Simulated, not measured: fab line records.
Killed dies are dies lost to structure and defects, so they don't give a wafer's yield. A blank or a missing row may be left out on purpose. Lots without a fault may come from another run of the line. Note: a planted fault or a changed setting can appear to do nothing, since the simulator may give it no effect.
fab line records ; flow sky130
[record] lots = 12; wafers = 36; last-day = 50
route steps=708 shown FIELD_ISO@16 VT_ADJUST_LVTN@107 PAD_OPEN@708
lots with no fault: from the same line, run without faults
start-h: start of the lot's first displayed wafer, in hours after the record's first day ; wait-h: time in hours since the lot's previous step ; " same as the row above ; L1.1+2: one row covering several wafers at once ; - value missing, or start not given ; * or withheld: withheld ; < > ~ a bound
route shown NAME@n: names a module that has steps shown in the file, with the first one's number in the route ; usual: mean/standard deviation of fault-free wafers ; same: alike in all rows ; chamber/n: place in a boat ; sites: per-site readings ; _std_site: their standard deviation ; _edge_site: outer sites' mean less inner sites' ; radius-mm: how far each site lies from the wafer's centre ; mask NAME#n: copy n ; behind: the most recent tool/chamber to have shaped the wafer ; hold: cause of the lot's hold/its duration in hours/its outcome ; device: names the non-switching transistor (n, p or np) ; end of line: tests of these same wafers at the route's end ; a step given without rows: its recipe and nothing more ; killed: at the first sort, the dies lost to defects and structure; wafer yield is something else ; map: a wafer's dies, x killed, . not, _ none there
set.NAME: the setting that was run; set.NAME@STEP: the one run at that earlier step ; model.NAME: the simulator's own value behind a step, which no gauge read
one table for each step of the route and one row for each wafer, over a sample of lots
services: from which hour (start-h, from the record's first day; less than 0 if before it) a tool's chamber was out of use, for how many hours, and why
[[steps]]
[step SKY_FIELD_ISO_ETCH_15]
[recipe] chemistry = CHF3/O2; target-depth-nm = 180; stop-on = Si; source-w = 600; bias-w = 200; pressure-mtorr = 40; chf3-flow-sccm = 50; O2_flow_sccm = 5; time-s = 72
[usual] chamber-pressure-mTorr = 40.00/0.034; drypump-motor-current-A = 5.9/0.45; oes-product-au = 0.942/0.0075; rf-fwd-power-W = 595.6/2.2; throttle-valve-pct = 8.842/0.01
lot.wafer;tool;chamber;start-h;wait-h;chamber-pressure-mTorr;drypump-motor-current-A;oes-product-au;rf-fwd-power-W;rf-hours-counter-h;throttle-valve-pct
L186.2;rie-diel-01;3;28.97;0.0;39.97;5.5;0.948;597.7;76;8.846
L186.3;rie-diel-01;0;28.97;0.0;39.96;6.6;0.952;600.0;130;8.830
L186.4;rie-diel-01;1;28.97;0.0;39.96;5.3;0.945;595.7;29;8.844
L187.1;rie-diel-02;3;33.68;0.0;39.99;5.7;0.943;596.2;99;8.829
L187.5;rie-diel-02;2;33.68;0.0;40.02;6.1;0.950;595.9;-;8.840
L187.6;rie-diel-02;3;33.68;0.0;39.98;5.7;0.940;595.3;-;8.832
L189.1;rie-diel-02;3;43.37;0.0;40.03;5.7;0.938;595.9;99;8.838
L189.4;rie-diel-02;1;43.37;0.0;39.98;5.3;0.939;592.8;51;8.835
L189.6;rie-diel-02;0;43.37;0.0;39.97;6.6;0.947;595.5;-;8.842
L190.2;rie-diel-03;3;49.12;0.0;39.96;5.7;0.953;593.3;36;8.827
L190.3;rie-diel-03;2;49.12;0.0;40.00;6.2;0.942;593.9;62;8.847
L190.6;rie-diel-03;0;49.12;0.0;39.96;5.5;0.949;594.5;-;8.853
L193.2;rie-diel-03;0;64.31;0.0;40.02;5.6;0.953;596.8;88;8.840
L193.3;rie-diel-03;1;64.31;0.0;40.03;6.6;0.945;595.1;59;8.821
L193.4;rie-diel-03;3;64.31;0.0;40.04;5.7;0.938;591.5;36;8.835
L196.2;rie-diel-03;1;81.58;0.0;40.01;6.6;0.769;598.1;59;8.772
L196.3;rie-diel-03;0;81.58;0.0;40.04;5.6;0.754;596.9;88;8.803
L196.5;rie-diel-03;3;81.58;0.0;39.96;5.7;0.779;591.5;-;8.787
L197.3;rie-diel-03;3;87.68;0.0;40.03;5.7;0.772;590.9;37;8.803
L197.5;rie-diel-03;3;87.68;0.0;40.00;5.7;0.765;592.1;-;8.791
L197.6;rie-diel-03;2;87.68;0.0;40.06;6.2;0.756;592.9;-;8.784
L202.1;rie-diel-02;1;113.23;0.0;40.01;5.2;0.941;598.3;52;8.845
L202.2;rie-diel-02;3;113.23;0.0;40.07;5.7;0.939;596.7;100;8.847
L202.6;rie-diel-02;0;113.23;0.0;39.96;6.5;0.949;594.2;-;8.844
L203.2;rie-diel-02;0;116.32;0.0;40.03;6.5;0.949;594.6;45;8.845
L203.3;rie-diel-02;3;116.32;0.0;39.95;5.7;0.941;597.3;100;8.835
L203.6;rie-diel-02;2;116.32;0.0;39.95;6.1;0.941;595.2;-;8.843
L205.1;rie-diel-02;2;126.08;0.0;40.00;6.1;0.947;595.4;9;8.847
L205.3;rie-diel-02;3;126.08;0.0;39.98;5.7;0.938;597.9;101;8.825
L205.6;rie-diel-02;3;126.08;0.0;39.96;5.7;0.942;595.3;-;8.828
L208.3;rie-diel-01;2;141.47;0.0;40.00;6.2;0.950;597.6;33;8.829
L208.4;rie-diel-01;3;141.47;0.0;39.93;5.5;0.949;595.8;78;8.833
L208.6;rie-diel-01;3;141.47;0.0;39.97;5.5;0.952;596.6;-;8.847
L209.2;rie-diel-03;0;148.05;0.0;39.99;5.6;0.937;595.2;90;8.832
L209.3;rie-diel-03;3;148.05;0.0;39.99;5.7;0.936;593.6;38;8.838
L209.5;rie-diel-03;3;148.05;0.0;39.93;5.7;0.941;592.3;-;8.836
[step SKY_FIELD_ISO_STRIP_16]
[recipe] chemistry = O2/N2; power-w = 1400; pressure-mtorr = 1500; platen-temp-c = withheld; o2-flow-sccm = 3000; n2-flow-sccm = 300; overash-fraction = 0.5
[usual] chamber-pressure-mTorr = 1500.0/1.3; drypump-motor-current-A = 5.67/0.26; o2-flow-sccm = 2998/7.9; oes-product-au = 0.378/0.0044; strip-time-to-endpoint-s = 3.55/0.031
lot.wafer;tool;chamber;start-h;wait-h;chamber-pressure-mTorr;drypump-motor-current-A;o2-flow-sccm;oes-product-au;rf-hours-counter-h;strip-time-to-endpoint-s
L186.2;plasma-asher-03;0;29.02;0.0;1500.7;5.35;3000;0.371;22;3.48
L186.3;plasma-asher-03;0;29.02;0.0;1499.8;5.37;3002;0.375;-;3.55
L186.4;plasma-asher-03;1;29.02;0.0;1501.1;5.75;2998;0.382;-;3.53
L187.1;plasma-asher-03;0;33.74;0.0;1501.4;5.37;2997;0.374;23;3.54
L187.5;plasma-asher-03;1;33.74;0.0;1497.0;5.74;3003;0.373;-;3.51
L187.6;plasma-asher-03;0;33.74;0.0;1500.3;5.34;2997;0.380;-;3.56
L189.1;plasma-asher-02;0;43.42;0.0;1501.4;5.31;3013;0.371;37;3.55
L189.4;plasma-asher-02;0;43.42;0.0;1498.9;5.27;3007;0.377;-;3.60
L189.6;plasma-asher-02;1;43.42;0.0;1498.0;5.38;3015;0.377;-;3.58
L190.2;plasma-asher-03;0;49.17;0.0;1501.0;5.39;2995;0.371;24;3.48
L190.3;plasma-asher-03;1;49.17;0.0;1502.6;5.75;2994;0.377;-;3.54
L190.6;plasma-asher-03;1;49.17;0.0;1501.6;5.76;2991;0.378;-;3.54
L193.2;plasma-asher-03;0;64.36;0.0;1500.6;5.38;2987;0.376;26;3.59
L193.3;plasma-asher-03;1;64.36;0.0;1500.0;5.74;3004;0.377;-;3.57
L193.4;plasma-asher-03;0;64.36;0.0;1498.9;5.37;2995;0.371;-;3.53
L196.2;plasma-asher-04;1;81.64;0.0;1498.6;6.00;2988;0.407;38;4.16
L196.3;plasma-asher-04;1;81.64;0.0;1498.1;5.98;2997;0.405;-;4.22
L196.5;plasma-asher-04;0;81.64;0.0;1499.2;5.90;2994;0.394;-;4.21
L197.3;plasma-asher-02;0;87.77;0.1;1499.5;5.34;3015;0.399;-;4.18
L197.5;plasma-asher-02;1;87.77;0.1;1501.5;5.38;2992;0.401;-;4.16
L197.6;plasma-asher-02;0;87.77;0.1;1500.8;5.35;3014;0.399;-;4.18
L202.1;plasma-asher-04;1;113.35;0.1;1498.4;6.05;2995;0.381;42;3.59
L202.2;plasma-asher-04;0;113.35;0.1;1499.6;5.85;2999;0.382;42;3.57
L202.6;plasma-asher-04;1;113.35;0.1;1500.3;6.00;3008;0.378;-;3.53
L203.2;plasma-asher-03;1;116.37;0.0;1501.1;5.76;2987;0.373;30;3.56
L203.3;plasma-asher-03;0;116.37;0.0;1500.8;5.38;3001;0.379;-;3.51
L203.6;plasma-asher-03;1;116.37;0.0;1498.7;5.74;2997;0.381;-;3.54
L205.1;plasma-asher-04;1;126.14;0.0;1500.4;6.00;2998;0.373;43;3.58
L205.3;plasma-asher-04;0;126.14;0.0;1502.0;5.89;2993;0.384;-;3.53
L205.6;plasma-asher-04;1;126.14;0.0;1499.2;6.00;2994;0.377;-;3.56
L208.3;plasma-asher-03;1;141.56;0.1;1500.3;5.76;3001;0.375;-;3.50
L208.4;plasma-asher-03;0;141.56;0.1;1498.2;5.38;2980;0.371;-;3.48
L208.6;plasma-asher-03;1;141.56;0.1;1501.9;5.73;3010;0.381;-;3.50
L209.2;plasma-asher-04;0;148.11;0.0;1500.3;5.88;3005;0.379;45;3.53
L209.3;plasma-asher-04;0;148.11;0.0;1501.4;5.87;3002;0.379;-;3.50
L209.5;plasma-asher-04;1;148.11;0.0;1501.4;6.00;3003;0.376;-;3.51
[step SKY_FIELD_ISO_CMP_27]
[recipe] stop-on = Si3N4; t-overpolish-s = 16; down-force-psi = 4; platen-rpm = 60; target-thk-nm = 457.8; pad-velocity-m-s = 0.94248
[usual] motor-current-A = 12.3/0.98; platen-rpm = 60.00/0.039
lot.wafer;tool;chamber;start-h;wait-h;motor-current-A;platen-rpm
L186.4;cmp-02;2;32.36;0.0;10.9;60.01
L186.3;cmp-02;3;32.36;0.0;12.9;59.97
L186.2;cmp-02;0;32.36;0.0;11.3;60.01
L187.1;cmp-02;0;37.63;0.0;10.8;60.05
L187.6;cmp-02;0;37.63;0.0;11.1;60.00
L187.5;cmp-02;1;37.63;0.0;13.0;60.05
L189.1;cmp-01;3;46.79;0.1;12.7;59.97
L189.4;cmp-01;0;46.79;0.1;11.1;60.03
L189.6;cmp-01;2;46.79;0.1;13.2;60.01
L190.3;cmp-02;0;52.56;0.1;10.5;60.10
L190.2;cmp-02;2;52.56;0.1;11.0;60.01
L190.6;cmp-02;0;52.56;0.1;10.8;60.07
L193.3;cmp-01;2;67.92;0.2;12.6;60.05
L193.2;cmp-01;3;67.92;0.2;12.2;60.06
L193.4;cmp-01;0;67.92;0.2;10.0;60.11
L196.2;cmp-02;2;85.19;0.2;11.3;60.01
L196.3;cmp-02;3;85.19;0.2;12.7;60.00
L196.5;cmp-02;2;85.19;0.2;11.8;60.04
L197.3;cmp-01;3;92.03;0.1;12.8;59.93
L197.5;cmp-01;1;92.03;0.1;12.4;59.95
L197.6;cmp-01;2;92.03;0.1;13.5;60.02
L202.2;cmp-02;0;117.18;0.1;11.0;59.99
L202.1;cmp-02;1;117.18;0.1;13.1;59.99
L202.6;cmp-02;3;117.18;0.1;12.5;60.04
L203.2;cmp-02;2;121.09;0.1;11.4;60.07
L203.3;cmp-02;0;121.09;0.1;11.5;59.95
L203.6;cmp-02;2;121.09;0.1;11.0;59.96
L205.3;cmp-02;3;129.60;0.1;12.3;59.99
L205.1;cmp-02;0;129.60;0.1;10.9;60.03
L205.6;cmp-02;2;129.60;0.1;11.5;59.99
L208.4;cmp-01;3;145.70;0.1;13.0;60.03
L208.3;cmp-01;1;145.70;0.1;12.9;59.98
L208.6;cmp-01;3;145.70;0.1;12.0;59.98
L209.2;cmp-02;1;152.34;0.1;13.0;60.04
L209.3;cmp-02;2;152.34;0.1;11.4;60.01
L209.5;cmp-02;0;152.34;0.1;10.7;59.94
[step SKY_VT_ADJUST_LVTN_TW_MEAS_10]
[usual] VT_ADJUST_LVTN_TW = 242.2/1.8
lot.wafer;tool;chamber;start-h;wait-h;VT_ADJUST_LVTN_TW
L186.2;film-metro-04;-;134.84;0.1;238.2
L186.3;film-metro-04;-;134.84;0.1;238.5
L186.4;film-metro-04;-;134.84;0.1;238.8
L187.1;film-metro-01;-;143.44;0.1;243.3
L187.5;film-metro-01;-;143.44;0.1;242.2
L187.6;film-metro-01;-;143.44;0.1;242.4
L189.1;film-metro-03;-;153.89;0.1;242.7
L189.4;film-metro-03;-;153.89;0.1;242.6
L189.6;film-metro-03;-;153.89;0.1;242.2
L190.2;film-metro-01;-;161.24;0.1;242.0
L190.3;film-metro-01;-;161.24;0.1;242.0
L190.6;film-metro-01;-;161.24;0.1;242.4
L193.2;film-metro-03;-;181.14;0.1;241.6
L193.3;film-metro-03;-;181.14;0.1;241.6
L193.4;film-metro-03;-;181.14;0.1;242.3
L202.1;film-metro-04;-;244.79;0.1;240.9
L202.2;film-metro-04;-;244.79;0.1;241.7
L202.6;film-metro-04;-;244.79;0.1;241.4
L203.2;film-metro-01;-;249.74;0.1;244.1
L203.3;film-metro-01;-;249.74;0.1;242.3
L203.6;film-metro-01;-;249.74;0.1;241.5
L205.1;film-metro-01;-;262.73;0.1;242.9
L205.3;film-metro-01;-;262.73;0.1;242.9
L205.6;film-metro-01;-;262.73;0.1;242.8
L208.3;film-metro-01;-;283.26;0.1;242.2
L208.4;film-metro-01;-;283.26;0.1;241.2
L208.6;film-metro-01;-;283.26;0.1;242.0
L209.2;film-metro-01;-;295.39;0.1;244.0
L209.3;film-metro-01;-;295.39;0.1;242.4
L209.5;film-metro-01;-;295.39;0.1;242.8
[step SKY_PAD_OPEN_PROBE_99]
[usual] killed_at_M0_to_M3 = 43/7; killed_at_M4_up = 3.5/1.9; killed-at-contacts = 24/5.3; killed-at-front-end = 15/4.4; killed-at-other = 0.3/0.69; killed-dies = 87/9.7; killed-on-rim = 17/4.3; killed-open = 48/7; killed-short = 39/6.4
[same] gross-dies = 492; killed-at-back-side = 0
lot.wafer;tool;chamber;start-h;wait-h;killed_at_M0_to_M3;killed_at_M4_up;killed-at-contacts;killed-at-front-end;killed-at-other;killed-dies;killed-on-rim;killed-open;killed-short
L196.2;prober-02;-;1136.22;0.1;43;6;32;411;0;492;96;59;36
L196.3;prober-02;-;1136.27;0.2;34;5;23;430;0;492;96;47;33
L196.5;prober-02;-;1136.37;0.2;44;0;18;429;1;492;96;40;36
L197.3;prober-01;-;1146.48;0.2;51;1;25;411;4;492;96;62;35
L197.5;prober-01;-;1146.58;0.2;37;3;26;424;2;492;96;38;46
L197.6;prober-01;-;1146.63;0.2;42;3;30;417;0;492;96;53;37
L203.2;prober-02;-;1168.92;0.1;56;1;11;28;2;98;21;56;41
L203.3;prober-02;-;1168.97;0.2;44;4;22;17;0;87;20;54;31
L203.6;prober-02;-;1169.12;0.2;42;3;26;21;1;93;20;44;47
// killed by level:class
L196.2 FIELD_ISO:area-etch=397 CONTACT:geometric-particle:open=14 VIA1:geometric-particle:open=13 LI_CONTACT:geometric-particle:open=9 VIA3:geometric-particle:open=6 VIA2:geometric-particle:open=6 METAL4:geometric-particle:short=5 LI_CONTACT:geometric-particle:short=4
L196.3 FIELD_ISO:area-etch=412 VIA2:geometric-particle:open=10 VIA1:geometric-particle:open=9 CONTACT:geometric-particle:open=9 METAL1:geometric-particle:short=7 CONTACT:geometric-particle:short=6 FIELD_ISO:geometric-particle:open=4 LI_CONTACT:geometric-particle:open=4
L196.5 FIELD_ISO:area-etch=416 VIA1:geometric-particle:open=12 CONTACT:geometric-particle:open=8 METAL3:geometric-particle:short=8 LI_CONTACT:geometric-particle:open=6 VIA2:geometric-particle:open=6 VIA2:geometric-particle:short=6 FIELD_ISO:geometric-particle:short=4
L197.3 FIELD_ISO:area-etch=392 VIA1:geometric-particle:open=13 CONTACT:geometric-particle:open=11 FIELD_ISO:geometric-particle:open=8 LI_CONTACT:geometric-particle:open=7 VIA3:geometric-particle:open=6 VIA2:geometric-particle:open=6 VIA1:geometric-particle:short=5
L197.5 FIELD_ISO:area-etch=406 CONTACT:geometric-particle:open=12 VIA1:geometric-particle:open=9 VIA3:geometric-particle:short=8 FIELD_ISO:geometric-particle:short=7 CONTACT:geometric-particle:short=6 METAL1:geometric-particle:short=5 FIELD_ISO:geometric-particle:open=4
L197.6 FIELD_ISO:area-etch=402 LI_CONTACT:geometric-particle:open=8 CONTACT:geometric-particle:open=8 VIA1:geometric-particle:open=8 VIA2:geometric-particle:open=8 VIA3:geometric-particle:open=8 FIELD_ISO:geometric-particle:short=6 CONTACT:geometric-particle:short=6
L203.2 VIA1:geometric-particle:open=9 VIA3:geometric-particle:open=9 VIA2:geometric-particle:open=9 METAL2:geometric-particle:short=8 FIELD_ISO:geometric-particle:open=6 POLY_GATE:geometric-particle:short=6 POLY_GATE:geometric-particle:open=5 METAL1:geometric-particle:short=5
L203.3 VIA3:geometric-particle:open=9 VIA1:geometric-particle:open=8 CONTACT:geometric-particle:open=7 LI_CONTACT:geometric-particle:open=6 VIA2:geometric-particle:open=6 POLY_GATE:geometric-particle:short=4 VIA2:geometric-particle:short=4 CONTACT:geometric-particle:short=4
L203.6 CONTACT:geometric-particle:open=13 POLY_GATE:geometric-particle:short=8 VIA1:geometric-particle:open=8 METAL1:geometric-particle:short=7 VIA3:geometric-particle:short=6 POLY_GATE:geometric-particle:open=5 VIA1:geometric-particle:short=5 VIA2:geometric-particle:open=5
[[services]]
tool;chamber;start-h;hours;kind
rie-diel-02;1;31.03;2.7;repair
rie-diel-01;1;42.84;6.6;repair
rie-diel-01;3;43.16;6.8;repair
cmp-01;-;48.37;6.5;pm
rie-diel-02;1;55.00;10.4;repair
cmp-02;-;64.00;4.0;pm
cmp-02;-;68.00;-;consumable-replace:conditioner
cmp-02;-;68.00;-;consumable-replace:pad
cmp-02;-;69.45;9.8;pm
rie-diel-03;2;70.08;15.6;repair
cmp-01;-;79.22;7.0;pm
plasma-asher-03;-;80.11;11.8;repair
plasma-asher-02;-;108.78;9.0;pm
plasma-asher-02;0;108.78;9.0;vent-cycle
plasma-asher-02;1;108.78;9.0;vent-cycle
rie-diel-03;-;109.17;0.4;repair
rie-diel-01;-;109.67;14.6;pm
plasma-asher-04;-;116.08;2.8;pm
cmp-01;-;116.70;1.5;repair
plasma-asher-02;0;117.78;-;clean
cmp-01;-;118.23;1.6;repair
rie-diel-03;3;119.49;1.7;repair
rie-diel-02;0;143.48;1.5;repair
plasma-asher-03;-;147.20;1.1;repair
[[key]]
[first-sign] step = SKY_FIELD_ISO_ETCH_15; reading = oes-product-au; direction = down; sigmas = 23; usual = 0.942; struck = 0.766
[effect] step = SKY_FIELD_ISO_ETCH_15; reading = throttle-valve-pct; direction = down; sigmas = 5; usual = 8.842; struck = 8.790
[effect] step = SKY_FIELD_ISO_STRIP_16; reading = strip-time-to-endpoint-s; direction = up; sigmas = 21; usual = *; struck = *
[effect] step = SKY_PAD_OPEN_PROBE_99; reading = killed-at-front-end; direction = up; sigmas = 93; usual = 15; struck = 420
[more-kills-born-at] SKY_FIELD_ISO_ETCH_15@rie-diel-03 = 2425
met-at SKY_FIELD_ISO_ETCH_15
struck-lots L196,L197
later-rows-left-out L196.2,L196.3,L196.5,L197.3,L197.5,L197.6
tester-left-out L196,L197
not-acting-at SKY_FIELD_ISO_CMP_27,SKY_VT_ADJUST_LVTN_TW_MEAS_10
onset-between 64.31 81.58
[fault] kind = process-parameter-drift; tool = rie-diel-03; chamber = -; onset-h = 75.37; steps = SKY_FIELD_ISO_ETCH_15; channel = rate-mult; offset = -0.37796; shape = step; end-h = 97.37
// tester-left-out: of these lots the tester's yield and bins aren't shown, on N5 and GAA mostly nor the transistor test; their killed dies are dies lost to structure and defects alone, not to doping, threshold or leakage, so they don't give the yield
// later-rows-left-out: the simulator's readings of these wafers behind a module that went badly wrong aren't trusted and aren't shown, but for the sort
